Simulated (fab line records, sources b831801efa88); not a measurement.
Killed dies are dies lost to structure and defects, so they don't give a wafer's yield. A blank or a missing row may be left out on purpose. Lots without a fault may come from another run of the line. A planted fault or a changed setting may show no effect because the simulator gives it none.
fab line records | flow gf180mcu
record lots=7 wafers=21 last_day=34
route steps=602 shown MVSD@72 MVPSD@78
lots that met no fault: from a run of the same line without faults
start_h: hours from the record's first day to the start of the lot's first wafer shown | wait_h: hours since the lot's step before | " the same as in the row above | L1.1+2: a row that stands for several wafers | - no value, or no start given | * or withheld: withheld | < > ~ a bound
route shown NAME@n: a module of which the file shows steps, and the number in the route of the first | usual: mean/standard deviation of fault-free wafers | same: alike in all rows | chamber/n: place in a boat | sites: the reading at each site | _std_site: their standard deviation | _edge_site: outer sites' mean less inner sites' | radius_mm: how far each site lies from the wafer's centre | mask NAME#n: copy n | behind: the tool/chamber that last shaped the wafer | hold: why the lot was held/for how many hours/how that ended | device: the transistor (n, p or np) that didn't switch | end of line: the same wafers' tests at the end of the route | a step without rows: its recipe alone | killed: dies lost to structure and defects at the first sort, not the wafer's yield | map: a wafer's dies, x killed, . not, _ none there
set.NAME: the setting as run; set.NAME@STEP: as run at that earlier step | model.NAME: the simulator's own value behind a step, which no gauge read
lots at some steps of the route; a table a step, a row a wafer
services: from which hour (start_h, from the record's first day; less than 0 if before it) a tool's chamber was out of use, for how many hours, and why
## steps
# step GF_MVSD_DEVELOP_06
# recipe wall_angle_deg=90 develop_time_s=60 dev_temp_c=23
# step GF_MVSD_OVL_MEAS_07
# usual MVSD_OVL=0.0/1.2
# columns lot.wafer tool chamber start_h wait_h MVSD_OVL[nm]
L917.2 overlay-02 - 99.97 - -1.7
L917.4 " - " " -1.5
L917.5 " - " " -0.3
L922.2 overlay-02 - 126.51 - -0.5
L922.3 " - " " -0.9
L922.6 " - " " -0.2
L929.2 overlay-02 - 170.92 - -1.1
L929.3 " - " " -1.1
L929.5 " - " " -0.1
L930.1 overlay-02 - 175.57 - 1.0
L930.2 " - " " 2.5
L930.5 " - " " 0.4
L931.1 overlay-02 - 182.38 - -0.5
L931.4 " - " " -0.8
L931.6 " - " " -0.9
L932.1 overlay-01 - 190.25 - 0.4
L932.4 " - " " -0.8
L932.5 " - " " -0.1
L935.1 overlay-02 - 208.86 - -0.2
L935.4 " - " " 0.4
L935.5 " - " " -1.4
# step GF_MVSD_IMPLANT_08
# recipe species=P energy_kev=400 dose_cm2=1.6e+13 tilt_deg=0
# step GF_MVSD_IMPLANT_09
# recipe species=P energy_kev=100 dose_cm2=5e+12 tilt_deg=0
# step GF_MVSD_STRIP_10
# recipe chemistry=O2/N2 power_w=1400 pressure_mtorr=1500 platen_temp_c=250 o2_flow_sccm=3000 n2_flow_sccm=300 overash_fraction=0.5
# usual drypump_motor_current_A=5.8/0.51 heater_power_w=336/57 oes_product_au=0.722/0.0047 strip_time_to_endpoint_s=37.01/0.1
# columns lot.wafer tool chamber start_h wait_h drypump_motor_current_A heater_power_w oes_product_au rf_hours_counter_h strip_time_to_endpoint_s
L917.2 plasma_asher-04 1 100.30 0.1 5.9 303 0.720 30 36.99
L917.4 " 1 " " 5.9 304 0.726 - 36.92
L917.5 " 0 " " 4.9 384 0.718 - 37.09
L922.2 plasma_asher-03 1 126.84 0.1 6.6 276 0.712 41 37.18
L922.3 " 0 " " 5.8 292 0.721 - 37.10
L922.6 " 1 " " 6.6 277 0.725 - 37.17
L929.2 plasma_asher-04 1 171.25 0.1 5.9 306 0.730 37 37.06
L929.3 " 0 " " 4.9 378 0.713 - 37.01
L929.5 " 1 " " 5.9 301 0.723 - 37.08
L930.1 plasma_asher-04 0 175.90 0.1 4.9 379 0.717 37 36.93
L930.2 " 1 " " 5.9 305 0.723 37 37.06
L930.5 " 1 " " 5.9 306 0.725 - 36.99
L931.1 plasma_asher-03 0 182.72 0.1 5.8 286 0.724 46 37.03
L931.4 " 0 " " 5.7 292 0.722 - 36.98
L931.6 " 1 " " 6.6 286 0.730 - 37.02
L932.1 plasma_asher-02 0 190.59 0.1 5.7 428 0.718 58 36.99
L932.4 " 1 " " 6.2 304 0.727 - 37.02
L932.5 " 0 " " 5.8 423 0.722 - 37.10
L935.1 plasma_asher-04 0 209.20 0.1 4.9 386 0.725 41 37.06
L935.4 " 0 " " 4.9 380 0.723 - 37.14
L935.5 " 1 " " 5.9 312 0.724 - 37.18
# step GF_MVSD_TW_MEAS_11
# usual MVSD_TW=1572/23
# columns lot.wafer tool chamber start_h wait_h MVSD_TW
L917.2 film_metro-03 - 100.41 0.1 1541
L917.4 " - " " 1551
L917.5 " - " " 1549
L922.2 film_metro-03 - 126.95 0.1 1547
L922.3 " - " " 1538
L922.6 " - " " 1535
L929.2 film_metro-02 - 171.36 0.1 1585
L929.3 " - " " 1585
L929.5 " - " " 1589
L930.1 film_metro-02 - 176.00 0.1 1590
L930.2 " - " " 1589
L930.5 " - " " 1594
L931.1 film_metro-02 - 182.82 0.1 1599
L931.4 " - " " 1595
L931.6 " - " " 1593
L932.1 film_metro-01 - 190.69 0.1 1593
L932.4 " - " " 1586
L932.5 " - " " 1583
L935.1 film_metro-03 - 209.30 0.1 1548
L935.4 " - " " 1543
L935.5 " - " " 1549
# step GF_MVPSD_DEHYDRATE_00
# recipe temp_c=200 time_s=60
# step GF_MVPSD_HMDS_01
# recipe prime_time_s=60 prime_temp_c=120
# step GF_MVPSD_COAT_02
# recipe spin_rpm=2000 resist_thk_nm=2966
# step GF_MVPSD_SOFTBAKE_03
# recipe temp_c=110 time_s=withheld
# step GF_MVPSD_EXPOSE_04
# recipe mask_id=MVPSD target_cd_nm=1000 na=0.6 source_shape=conventional sigma_outer=0.6 dose_mj=260
# step GF_MVPSD_PEB_05
# recipe temp_c=115 time_s=withheld
# step GF_MVPSD_DEVELOP_06
# recipe wall_angle_deg=90 develop_time_s=60 dev_temp_c=23
# usual chill_plate_temp_C=23.01/0.12 develop_time_s=60/0 developer_temp_C=23.00/0.12
# columns lot.wafer tool chamber start_h wait_h chill_plate_temp_C develop_time_s developer_temp_C
L917.2 litho_track-02 0 114 - 22.84 60 22.97
L917.4 " 0 " " 22.86 60 22.90
L917.5 " 0 " " 22.92 60 23.26
L922.2 litho_track-01 0 142 - 22.92 60 23.15
L922.3 " 0 " " 22.91 60 23.13
L922.6 " 0 " " 22.91 60 23.05
L929.2 litho_track-03 - 188 - - - -
L929.3 " - " " - - -
L929.5 " - " " - - -
L930.1 litho_track-01 - 193 - - - -
L930.2 " - " " - - -
L930.5 " - " " - - -
L931.1 litho_track-01 - 201 - - - -
L931.4 " - " " - - -
L931.6 " - " " - - -
L932.1 litho_track-01 0 209 - 23.12 60 22.83
L932.4 " 0 " " 23.04 60 22.80
L932.5 " 0 " " 23.04 60 22.96
L935.1 litho_track-02 0 228 - 22.98 60 23.07
L935.4 " 0 " " 22.98 60 22.95
L935.5 " 0 " " 23.03 60 23.07
# step GF_MVPSD_OVL_MEAS_07
# usual MVPSD_OVL=0.3/1.3
# columns lot.wafer tool chamber start_h wait_h MVPSD_OVL[nm]
L917.2 overlay-01 - 114.84 - -0.2
L917.4 " - " " -0.3
L917.5 " - " " 1.8
L922.2 overlay-01 - 142.41 - 0.5
L922.3 " - " " 0.6
L922.6 " - " " -0.6
L929.2 overlay-01 - 188.70 - -
L929.3 " - " " -
L929.5 " - " " -
L930.1 overlay-01 - 193.41 - -
L930.2 " - " " -
L930.5 " - " " -
L931.1 overlay-01 - 201.41 - -
L931.4 " - " " -
L931.6 " - " " -
L932.1 overlay-01 - 209.66 - -1.2
L932.4 " - " " 1.9
L932.5 " - " " 1.5
L935.1 overlay-02 - 228.43 - 1.3
L935.4 " - " " 1.5
L935.5 " - " " 1.2
## services
# columns tool chamber start_h hours kind
plasma_asher-02 - 87.36 1.0 repair
plasma_asher-03 - 136.85 0.4 repair
plasma_asher-03 - 220.84 2.8 pm
## key
first_sign step=GF_MVPSD_DEVELOP_06 reading=tool_record direction=missing
effect none on later readings
met_at GF_MVPSD_DEVELOP_06
struck_wafers L929.2,L929.3,L929.5,L930.1,L930.2,L930.5,L931.1,L931.4,L931.6
sort_left_out L929.2,L929.3,L929.5,L930.1,L930.2,L930.5,L931.1,L931.4,L931.6
tester_left_out L929,L930,L931
onset_between 142 188
fault kind=skipped_step_whole tool=litho_track-01,litho_track-03 chamber=- onset_h=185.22 steps=GF_MVPSD_DEVELOP_06 scope=struck_lots_only
# tester_left_out: of these lots the tester's yield and bins aren't shown, on N5 and GAA mostly nor the transistor test; their killed dies are dies lost to structure and defects alone, not to doping, threshold or leakage, so they don't give the yield
# sort_left_out: the simulated sort isn't trusted on such a fault, so these wafers' sort isn't shown, and their yield isn't known
